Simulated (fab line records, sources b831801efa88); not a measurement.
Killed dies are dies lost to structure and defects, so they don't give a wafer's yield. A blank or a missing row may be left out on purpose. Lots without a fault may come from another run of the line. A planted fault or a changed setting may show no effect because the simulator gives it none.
fab line records | flow sky130
record lots=24 wafers=72 last_day=50
route steps=708 shown PWDE@52 VT_ADJUST_LVTN@118 VT_ADJUST_NCORE@129 POLY_GATE@230 LDD_HVN@274
lots that met no fault: from a run of the same line without faults
start_h: hours from the record's first day to the start of the lot's first wafer shown | wait_h: hours since the lot's step before | " the same as in the row above | L1.1+2: a row that stands for several wafers | - no value, or no start given | * or withheld: withheld | < > ~ a bound
route shown NAME@n: a module of which the file shows steps, and the number in the route of the first | usual: mean/standard deviation of fault-free wafers | same: alike in all rows | chamber/n: place in a boat | sites: the reading at each site | _std_site: their standard deviation | _edge_site: outer sites' mean less inner sites' | radius_mm: how far each site lies from the wafer's centre | mask NAME#n: copy n | behind: the tool/chamber that last shaped the wafer | hold: why the lot was held/for how many hours/how that ended | device: the transistor (n, p or np) that didn't switch | end of line: the same wafers' tests at the end of the route | a step without rows: its recipe alone | killed: dies lost to structure and defects at the first sort, not the wafer's yield | map: a wafer's dies, x killed, . not, _ none there
set.NAME: the setting as run; set.NAME@STEP: as run at that earlier step | model.NAME: the simulator's own value behind a step, which no gauge read
steps of the route over a sample of lots; a table a step, a row a wafer
services: from which hour (start_h, from the record's first day; less than 0 if before it) a tool's chamber was out of use, for how many hours, and why
## steps
# step SKY_PWDE_OVL_MEAS_07
# usual PWDE_OVL=0.6/1.6
# columns lot.wafer tool chamber start_h wait_h PWDE_OVL[nm]
L074.1 overlay-02 - 67.35 - -1.8
L074.3 " - " " 0.4
L074.4 " - " " -1.6
L075.1 overlay-02 - 72.26 - -0.8
L075.3 " - " " -0.6
L075.4 " - " " -0.8
L076.3 overlay-02 - 81.75 - -3.0
L076.4 " - " " -0.9
L076.6 " - " " -0.9
L077.1 overlay-02 - 85.31 - 2.0
L077.5 " - " " -1.7
L077.6 " - " " -1.5
L078.1 overlay-02 - 91.09 - 1.6
L078.4 " - " " 0.9
L078.5 " - " " 1.4
L079.1 overlay-01 - 95.80 - 0.8
L079.4 " - " " 1.1
L079.5 " - " " -0.6
L080.4 overlay-01 - 102.07 - 3.9
L080.5 " - " " 2.9
L080.6 " - " " 1.7
L081.1 overlay-02 - 108.11 - -0.2
L081.2 " - " " 0.2
L081.3 " - " " 0.8
L082.1 overlay-02 - 112.54 - 0.2
L082.3 " - " " -0.1
L082.6 " - " " 0.3
L083.1 overlay-02 - 119.46 - 0.4
L083.2 " - " " 0.7
L083.6 " - " " -0.7
L084.1 overlay-02 - 121.14 - -1.5
L084.3 " - " " 1.1
L084.4 " - " " 0.8
L085.4 overlay-02 - 129.27 - -0.1
L085.5 " - " " -0.4
L085.6 " - " " -0.5
L086.1 overlay-01 - 134.69 - 4.9
L086.3 " - " " 6.7
L086.6 " - " " 4.6
L087.1 overlay-02 - 141.10 - -0.8
L087.2 " - " " -1.3
L087.6 " - " " -0.3
L088.2 overlay-01 - 145.29 - 0.0
L088.3 " - " " 1.0
L088.5 " - " " 1.4
L089.1 overlay-01 - 150.80 - 0.7
L089.2 " - " " 0.7
L089.6 " - " " 0.0
L090.1 overlay-01 - 159.35 - 0.6
L090.3 " - " " 1.7
L090.6 " - " " 0.9
L091.3 overlay-01 - 169.12 - -0.1
L091.4 " - " " 0.1
L091.5 " - " " 1.1
L092.2 overlay-01 - 181.39 - 0.0
L092.3 " - " " -0.2
L092.5 " - " " 3.3
L093.1 overlay-02 - 181.70 - 1.3
L093.2 " - " " 0.5
L093.3 " - " " 2.0
L095.1 overlay-01 - 187.39 - 2.9
L095.2 " - " " 1.3
L095.4 " - " " 1.2
L094.2 overlay-02 - 187.74 - 0.2
L094.4 " - " " 1.7
L094.6 " - " " 1.8
L096.1 overlay-02 - 193.49 - -0.9
L096.4 " - " " -1.4
L096.5 " - " " -1.0
L097.1 overlay-01 - 202.89 - 1.4
L097.4 " - " " 2.5
L097.6 " - " " 1.5
# step SKY_VT_ADJUST_LVTN_TW_MEAS_21
# usual VT_ADJUST_LVTN_2_TW=188.6/1.5
# columns lot.wafer tool chamber start_h wait_h VT_ADJUST_LVTN_2_TW
L074.1 film_metro-01 - 157.19 0.1 189.0
L074.3 " - " " 189.2
L074.4 " - " " 188.8
L075.1 film_metro-03 - 163.69 0.1 187.8
L075.3 " - " " 187.1
L075.4 " - " " 187.8
L076.3 film_metro-01 - 175.84 0.1 188.5
L076.4 " - " " 188.6
L076.6 " - " " 189.0
L077.1 film_metro-02 - 179.59 0.1 187.2
L077.5 " - " " 186.8
L077.6 " - " " 187.6
L078.1 film_metro-03 - 188.42 0.1 186.3
L078.4 " - " " 187.2
L078.5 " - " " 186.4
L079.1 film_metro-02 - 193.37 0.1 189.6
L079.4 " - " " 189.6
L079.5 " - " " 189.7
L080.4 film_metro-02 - 198.85 0.1 189.8
L080.5 " - " " 190.3
L080.6 " - " " 189.6
L081.1 film_metro-03 - 206.62 0.1 185.8
L081.2 " - " " 185.3
L081.3 " - " " 185.6
L082.1 film_metro-01 - 212.67 0.1 189.8
L082.3 " - " " 189.3
L082.6 " - " " 189.0
L083.1 film_metro-03 - 221.87 0.1 186.5
L083.2 " - " " 186.9
L083.6 " - " " 186.9
L084.1 film_metro-01 - 224.47 0.1 189.1
L084.3 " - " " 188.7
L084.4 " - " " 189.1
L085.4 film_metro-02 - 232.62 0.1 188.4
L085.5 " - " " 187.5
L085.6 " - " " 188.9
L086.1 film_metro-01 - 241.27 0.1 188.3
L086.3 " - " " 190.5
L086.6 " - " " 190.6
L087.1 film_metro-01 - 248.19 0.1 190.5
L087.2 " - " " 189.5
L087.6 " - " " 189.6
L088.2 film_metro-01 - 253.55 0.1 189.5
L088.3 " - " " 188.8
L088.5 " - " " 189.3
L089.1 film_metro-03 - 261.97 0.1 186.8
L089.2 " - " " 186.4
L089.6 " - " " 187.0
L090.1 film_metro-02 - 271.52 0.1 187.8
L090.3 " - " " 187.8
L090.6 " - " " 188.1
L091.3 film_metro-02 - 283.39 0.1 187.2
L091.4 " - " " 187.2
L091.5 " - " " 188.9
L092.2 film_metro-01 - 297.73 0.1 191.7
L092.3 " - " " 190.3
L092.5 " - " " 191.2
L093.1 film_metro-01 - 298.42 0.1 190.1
L093.2 " - " " 189.9
L093.3 " - " " 190.4
L095.1 film_metro-01 - 303.79 0.1 190.2
L095.2 " - " " 189.9
L095.4 " - " " 190.2
L094.2 film_metro-01 - 305.05 0.1 189.6
L094.4 " - " " 189.2
L094.6 " - " " 190.1
L096.1 film_metro-02 - 313.22 0.1 188.6
L096.4 " - " " 187.4
L096.5 " - " " 188.6
L097.1 film_metro-02 - 323.44 0.1 188.3
L097.4 " - " " 186.9
L097.6 " - " " 188.4
# step SKY_VT_ADJUST_NCORE_STRIP_10
# recipe chemistry=O2/N2 power_w=1400 pressure_mtorr=1500 platen_temp_c=withheld o2_flow_sccm=3000 n2_flow_sccm=300 overash_fraction=0.5
# usual drypump_motor_current_A=5.8/0.39 oes_product_au=0.716/0.005 strip_time_to_endpoint_s=14.16/0.042
# columns lot.wafer tool chamber start_h wait_h drypump_motor_current_A oes_product_au rf_hours_counter_h strip_time_to_endpoint_s
L074.1 plasma_asher-02 1 178.51 0.1 4.9 0.710 6 14.15
L074.3 " 1 " " 4.9 0.716 - 14.20
L074.4 " 0 " " 5.5 0.708 - 14.19
L075.1 plasma_asher-04 0 184.81 0.1 5.9 0.714 48 14.16
L075.3 " 0 " " 5.9 0.713 - 14.17
L075.4 " 1 " " 5.6 0.715 - 14.18
L076.3 plasma_asher-03 1 196.09 0.1 6.2 0.717 - 14.18
L076.4 " 0 " " 5.9 0.714 - 14.16
L076.6 " 1 " " 6.2 0.722 - 14.13
L077.1 plasma_asher-03 0 200.29 0.1 5.9 0.712 52 14.18
L077.5 " 1 " " 6.2 0.717 - 14.16
L077.6 " 0 " " 5.9 0.727 - 14.21
L078.1 plasma_asher-04 0 209.71 0.1 5.9 0.707 51 14.13
L078.4 " 0 " " 5.9 0.719 - 14.13
L078.5 " 1 " " 5.6 0.712 - 14.13
L079.1 plasma_asher-03 1 215.04 0.1 6.2 0.719 53 14.17
L079.4 " 0 " " 5.9 0.727 - 14.21
L079.5 " 1 " " 6.2 0.713 - 14.19
L080.4 plasma_asher-03 1 221.04 0.1 6.2 0.715 - 14.20
L080.5 " 0 " " 5.9 0.714 - 14.19
L080.6 " 1 " " 6.2 0.714 - 14.25
L081.1 plasma_asher-03 0 229.11 0.1 5.9 0.718 55 14.17
L081.2 " 1 " " 6.2 0.721 55 14.17
L081.3 " 1 " " 6.2 0.708 - 14.22
L082.1 plasma_asher-02 0 234.69 0.1 5.5 0.712 11 14.22
L082.3 " 0 " " 5.5 0.717 - 14.19
L082.6 " 1 " " 4.9 0.721 - 14.20
L083.1 plasma_asher-03 0 243.94 0.1 5.9 0.716 56 14.24
L083.2 " 1 " " 6.2 0.715 56 14.19
L083.6 " 1 " " 6.2 0.722 - 14.22
L084.1 plasma_asher-04 0 247.41 0.1 5.9 0.714 54 14.15
L084.3 " 1 " " 5.6 0.709 - 14.13
L084.4 " 0 " " 5.9 0.715 - 14.13
L085.4 plasma_asher-02 1 255.89 0.1 4.9 0.720 - 14.12
L085.5 " 1 " " 4.9 0.716 - 14.14
L085.6 " 0 " " 5.5 0.716 - 14.11
L086.1 plasma_asher-03 1 265.09 0.1 6.2 0.721 58 14.18
L086.3 " 0 " " 5.9 0.721 - 14.20
L086.6 " 1 " " 6.1 0.710 - 14.16
L087.1 plasma_asher-04 1 272.14 0.1 5.6 0.721 57 14.11
L087.2 " 0 " " 5.9 0.723 57 14.11
L087.6 " 0 " " 6.0 0.724 - 14.14
L088.2 plasma_asher-03 0 278.64 0.1 5.9 0.724 60 14.13
L088.3 " 0 " " 5.9 0.713 - 14.14
L088.5 " 1 " " 6.2 0.714 - 14.15
L089.1 plasma_asher-03 1 287.01 0.1 6.2 0.726 60 14.16
L089.2 " 0 " " 5.9 0.725 60 14.10
L089.6 " 1 " " 6.2 0.708 - 14.17
L090.1 plasma_asher-03 1 295.51 0.1 6.2 0.717 61 14.20
L090.3 " 0 " " 5.9 0.709 - 14.20
L090.6 " 1 " " 6.2 0.712 - 14.18
L091.3 plasma_asher-04 0 307.29 0.1 6.0 0.711 - 14.19
L091.4 " 1 " " 5.6 0.721 - 14.14
L091.5 " 1 " " 5.5 0.718 - 14.12
L092.2 plasma_asher-04 1 323.16 0.1 5.5 0.709 62 14.12
L092.3 " 1 " " 5.6 0.713 - 14.15
L092.5 " 1 " " 5.5 0.713 - 14.15
L093.1 plasma_asher-04 0 323.76 0.1 6.0 0.720 62 14.26
L093.2 " 1 " " 5.6 0.719 62 14.24
L093.3 " 0 " " 6.0 0.717 - 14.23
L095.1 plasma_asher-02 0 330.09 0.1 5.5 0.712 20 14.15
L095.2 " 1 " " 4.9 0.719 20 14.19
L095.4 " 1 " " 4.9 0.711 - 14.21
L094.2 plasma_asher-04 1 331.59 0.1 5.5 0.716 63 14.17
L094.4 " 0 " " 6.0 0.714 - 14.20
L094.6 " 0 " " 6.0 0.708 - 14.17
L096.1 plasma_asher-02 1 339.64 0.1 4.9 0.729 21 14.14
L096.4 " 0 " " 5.5 0.720 - 14.19
L096.5 " 1 " " 4.9 0.712 - 14.18
L097.1 plasma_asher-03 0 350.31 0.1 5.9 0.716 66 14.05
L097.4 " 0 " " 5.9 0.722 - 14.05
L097.6 " 1 " " 6.2 0.716 - 14.11
# step SKY_POLY_GATE_ETCH_16
# recipe stop_on=poly-Si chemistry=CH3F/O2 target=Si3N4 source_w=400 bias_w=80 pressure_mtorr=25 ch3f_flow_sccm=40 O2_flow_sccm=30 time_s=147.5 target_depth_a=750
# usual drypump_motor_current_A=5.96/0.28 oes_product_au=0.640/0.005 throttle_valve_pct=10.536/0.0087
# columns lot.wafer tool chamber start_h wait_h drypump_motor_current_A oes_product_au rf_hours_counter_h throttle_valve_pct
L074.1 rie_diel-03 0 364.72 0.0 5.82 0.645 19 10.552
L074.3 " 3 " " 5.99 0.640 10 10.540
L074.4 " 1 " " 6.19 0.637 1 10.525
L075.1 rie_diel-02 0 369.73 0.0 5.66 0.650 95 10.538
L075.3 " 2 " " 5.82 0.648 9 10.541
L075.4 " 2 " " 5.83 0.644 - 10.529
L076.3 rie_diel-02 3 385.17 0.0 6.46 0.646 94 10.535
L076.4 " 2 " " 5.84 0.648 9 10.533
L076.6 " 2 " " 5.83 0.650 - 10.538
L077.1 rie_diel-01 2 390.34 0.0 5.54 0.643 3 10.542
L077.5 " 1 " " 6.16 0.637 - 10.536
L077.6 " 2 " " 5.54 0.638 - 10.526
L078.1 rie_diel-01 2 407.37 0.0 5.59 0.636 3 10.531
L078.4 " 1 " " 6.13 0.645 1 10.526
L078.5 " 1 " " 6.16 0.640 - 10.541
L079.1 rie_diel-03 3 412.74 0.0 6.01 0.637 11 10.534
L079.4 " 2 " " 6.38 0.643 6 10.546
L079.5 " 1 " " 6.19 0.636 - 10.534
L080.4 rie_diel-01 2 422.27 0.0 5.55 0.643 3 10.524
L080.5 " 1 " " 6.15 0.644 - 10.527
L080.6 " 0 " " 5.63 0.630 - 10.539
L081.1 rie_diel-01 0 430.87 0.0 5.64 0.641 93 10.535
L081.2 " 2 " " 5.57 0.639 3 10.533
L081.3 " 3 " " 6.21 0.638 83 10.533
L082.1 rie_diel-01 1 437.29 0.0 6.13 0.636 1 10.507
L082.3 " 2 " " 5.53 0.642 3 10.533
L082.6 " 0 " " 5.65 0.631 - 10.533
L083.1 rie_diel-01 0 451.67 0.0 5.68 0.639 94 10.533
L083.2 " 1 " " 6.12 0.640 2 10.525
L083.6 " 1 " " 6.17 0.645 - 10.543
L084.1 rie_diel-02 0 452.47 0.0 5.70 0.653 97 10.538
L084.3 " 2 " " 5.84 0.637 11 10.546
L084.4 " 1 " " 5.81 0.646 45 10.536
L085.4 rie_diel-03 3 462.97 0.0 5.99 0.644 12 10.537
L085.5 " 0 " " 5.82 0.645 - 10.550
L085.6 " 3 " " 5.98 0.646 - 10.541
L086.1 rie_diel-03 1 477.12 0.0 6.20 0.643 4 10.536
L086.3 " 0 " " 5.81 0.639 21 10.525
L086.6 " 3 " " 5.99 0.639 - 10.548
L087.1 rie_diel-01 3 483.64 0.0 6.23 0.650 84 10.544
L087.2 " 1 " " 6.14 0.638 2 10.556
L087.6 " 3 " " 6.23 0.649 - 10.554
L088.2 rie_diel-01 2 490.61 0.1 5.57 0.640 5 10.543
L088.3 " 3 " " 6.22 0.636 - 10.547
L088.5 " 2 " " 5.55 0.632 - 10.523
L089.1 rie_diel-02 0 500.84 0.0 5.70 0.647 0 10.530
L089.2 " 2 " " 5.82 0.639 11 10.535
L089.6 " 0 " " 5.69 0.638 - 10.543
L090.1 rie_diel-03 1 511.29 0.0 6.20 0.646 4 10.530
L090.3 " 2 " " 6.38 0.646 8 10.520
L090.6 " 0 " " 5.86 0.643 - 10.537
L091.3 rie_diel-01 0 526.04 0.0 5.63 0.644 1 10.537
L091.4 " 2 " " 5.60 0.638 5 10.535
L091.5 " 3 " " 6.21 0.632 - 10.532
L092.2 rie_diel-01 1 542.17 0.0 6.16 0.640 3 10.536
L092.3 " 2 " " 5.61 0.638 5 10.510
L092.5 " 2 " " 5.61 0.642 - 10.529
L093.1 rie_diel-03 2 542.52 0.0 6.39 0.643 9 10.525
L093.2 " 0 " " 5.89 0.643 23 10.540
L093.3 " 3 " " 6.00 0.637 14 10.538
L095.1 rie_diel-02 0 547.17 0.0 5.71 0.630 1 10.537
L095.2 " 2 " " 5.81 0.638 12 10.522
L095.4 " 3 " " 6.52 0.640 1 10.548
L094.2 rie_diel-03 3 552.92 0.0 6.01 0.640 14 10.550
L094.4 " 1 " " 6.18 0.643 5 10.550
L094.6 " 2 " " 6.38 0.639 - 10.542
L096.1 rie_diel-03 1 559.82 0.0 6.20 0.643 5 10.550
L096.4 " 2 " " 6.36 0.638 - 10.532
L096.5 " 1 " " 6.17 0.642 - 10.525
L097.1 rie_diel-03 3 571.67 0.0 6.00 0.644 14 10.537
L097.4 " 1 " " 6.20 0.637 5 10.526
L097.6 " 3 " " 6.02 0.641 - 10.545
# step SKY_POLY_GATE_THK_MEAS_21
# recipe reads=SiO2_of_POLY_GATE_OXIDATION_20
# usual POLY_GATE_OXIDATION_THK=3.99/0.072
# columns lot.wafer tool chamber start_h wait_h POLY_GATE_OXIDATION_THK[nm]
L074.1 film_metro-04 - 366.28 0.0 4.01
L074.3 " - " " 3.90
L074.4 " - " " 3.98
L075.1 film_metro-02 - 371.29 0.0 3.98
L075.3 " - " " 3.98
L075.4 " - " " 3.97
L076.3 film_metro-02 - 388.53 0.0 4.03
L076.4 " - " " 4.01
L076.6 " - " " 4.05
L077.1 film_metro-01 - 392.88 0.0 4.00
L077.5 " - " " 3.92
L077.6 " - " " 4.02
L078.1 film_metro-04 - 408.93 0.0 3.92
L078.4 " - " " 3.99
L078.5 " - " " 3.90
L079.1 film_metro-04 - 414.38 0.0 3.99
L079.4 " - " " 3.86
L079.5 " - " " 3.91
L080.4 film_metro-04 - 423.86 0.0 4.07
L080.5 " - " " 4.02
L080.6 " - " " 4.04
L081.1 film_metro-04 - 432.88 0.0 4.04
L081.2 " - " " 3.98
L081.3 " - " " 4.11
L082.1 film_metro-02 - 438.85 0.0 3.90
L082.3 " - " " 4.01
L082.6 " - " " 3.97
L083.1 film_metro-02 - 453.23 0.0 3.95
L083.2 " - " " 3.91
L083.6 " - " " 3.95
L084.1 film_metro-02 - 454.48 0.0 3.91
L084.3 " - " " 4.03
L084.4 " - " " 3.98
L085.4 film_metro-02 - 465.72 0.0 4.03
L085.5 " - " " 3.97
L085.6 " - " " 4.05
L086.1 film_metro-04 - 478.68 0.0 4.10
L086.3 " - " " 4.09
L086.6 " - " " 4.11
L087.1 film_metro-02 - 485.20 0.0 4.00
L087.2 " - " " 3.93
L087.6 " - " " 3.98
L088.2 film_metro-04 - 492.23 0.0 3.95
L088.3 " - " " 3.92
L088.5 " - " " 4.06
L089.1 film_metro-01 - 502.40 0.0 3.97
L089.2 " - " " 3.99
L089.6 " - " " 3.95
L090.1 film_metro-02 - 514.01 0.0 3.98
L090.3 " - " " 4.03
L090.6 " - " " 4.00
L091.3 film_metro-01 - 527.62 0.0 4.14
L091.4 " - " " 4.16
L091.5 " - " " 4.04
L092.2 film_metro-01 - 543.79 0.0 3.99
L092.3 " - " " 3.96
L092.5 " - " " 3.99
L093.1 film_metro-04 - 544.39 0.0 3.94
L093.2 " - " " 3.99
L093.3 " - " " 4.03
L095.1 film_metro-04 - 548.78 0.0 3.90
L095.2 " - " " 3.94
L095.4 " - " " 3.95
L094.2 film_metro-01 - 555.09 0.0 4.09
L094.4 " - " " 4.07
L094.6 " - " " 4.13
L096.1 film_metro-04 - 561.42 0.0 4.03
L096.4 " - " " 4.06
L096.5 " - " " 4.13
L097.1 film_metro-02 - 573.22 0.0 3.97
L097.4 " - " " 3.95
L097.6 " - " " 3.87
# step SKY_LDD_HVN_OVL_MEAS_07
# usual LDD_HVN_OVL=0.0/1.7
# columns lot.wafer tool chamber start_h wait_h LDD_HVN_OVL[nm]
L074.1 overlay-02 - 456.35 0.1 -0.4
L074.3 " - " " 1.5
L074.4 " - " " 2.9
L075.1 overlay-02 - 462.25 0.1 0.4
L075.3 " - " " -0.5
L075.4 " - " " -1.8
L076.3 overlay-01 - 481.07 0.1 -1.6
L076.4 " - " " -2.0
L076.6 " - " " -1.8
L077.1 overlay-01 - 486.20 0.1 -0.9
L077.5 " - " " 0.5
L077.6 " - " " 1.4
L078.1 overlay-01 - 503.75 0.1 -2.2
L078.4 " - " " -1.8
L078.5 " - " " -1.0
L079.1 overlay-01 - 507.15 0.1 2.8
L079.4 " - " " 2.7
L079.5 " - " " 1.8
L080.4 overlay-01 - 518.82 0.1 2.2
L080.5 " - " " 3.1
L080.6 " - " " 3.1
L081.1 overlay-01 - 526.15 0.1 0.2
L081.2 " - " " -1.4
L081.3 " - " " 0.8
L082.1 overlay-02 - 533.33 0.1 -1.3
L082.3 " - " " -1.5
L082.6 " - " " -1.3
L083.1 overlay-02 - 546.65 0.1 2.5
L083.2 " - " " 0.6
L083.6 " - " " 0.5
L084.1 overlay-02 - 548.65 0.1 0.1
L084.3 " - " " -0.1
L084.4 " - " " -1.3
L085.4 overlay-01 - 558.25 0.1 2.2
L085.5 " - " " 2.0
L085.6 " - " " 3.5
L086.1 overlay-02 - 569.78 0.1 -0.8
L086.3 " - " " -3.0
L086.6 " - " " -0.7
L087.1 overlay-01 - 576.60 0.1 0.2
L087.2 " - " " 0.3
L087.6 " - " " 1.3
L088.2 overlay-01 - 583.39 0.1 -0.4
L088.3 " - " " -1.1
L088.5 " - " " -1.5
L089.1 overlay-01 - 595.25 0.1 4.0
L089.2 " - " " 1.9
L089.6 " - " " 2.0
L090.1 overlay-02 - 604.65 0.1 1.1
L090.3 " - " " 1.4
L090.6 " - " " 0.9
L091.3 overlay-01 - 616.96 0.1 -1.1
L091.4 " - " " -2.3
L091.5 " - " " -0.8
L093.1 overlay-02 - 633.33 0.1 -0.9
L093.2 " - " " -1.6
L093.3 " - " " -1.2
L092.2 overlay-01 - 634.26 0.1 1.4
L092.3 " - " " 0.0
L092.5 " - " " 0.7
L095.1 overlay-01 - 637.83 0.1 -0.2
L095.2 " - " " 0.6
L095.4 " - " " 0.1
L094.2 overlay-02 - 644.36 0.1 1.0
L094.4 " - " " 0.8
L094.6 " - " " 0.0
L096.1 overlay-01 - 649.10 0.1 -1.5
L096.4 " - " " -2.2
L096.5 " - " " -2.4
L097.1 overlay-01 - 661.95 0.1 0.6
L097.4 " - " " 1.3
L097.6 " - " " 0.2
## services
# columns tool chamber start_h hours kind
plasma_asher-04 - 177.25 2.8 pm
rie_diel-03 1 221.60 2.7 repair
rie_diel-03 2 221.81 6.1 repair
rie_diel-03 3 222.82 45.8 repair
rie_diel-02 0 237.64 2.8 repair
rie_diel-03 - 242.37 0.4 repair
rie_diel-03 - 253.59 2.8 pm
rie_diel-01 1 260.70 2.3 repair
plasma_asher-04 - 263.60 0.6 repair
rie_diel-01 0 289.19 19.6 repair
rie_diel-03 1 298.64 10.0 repair
rie_diel-01 - 314.81 0.8 repair
rie_diel-03 - 327.34 1.0 repair
plasma_asher-03 - 375.22 11.3 repair
rie_diel-01 - 398.76 0.3 repair
rie_diel-01 - 416.11 2.8 pm
plasma_asher-04 - 417.90 3.9 repair
plasma_asher-03 - 421.25 9.0 pm
rie_diel-01 - 439.75 0.6 repair
rie_diel-03 - 451.11 2.8 repair
rie_diel-01 1 486.79 6.0 repair
plasma_asher-03 - 505.99 1.4 repair
rie_diel-03 1 534.50 16.3 repair
rie_diel-03 3 558.28 3.9 repair
## key
fault none
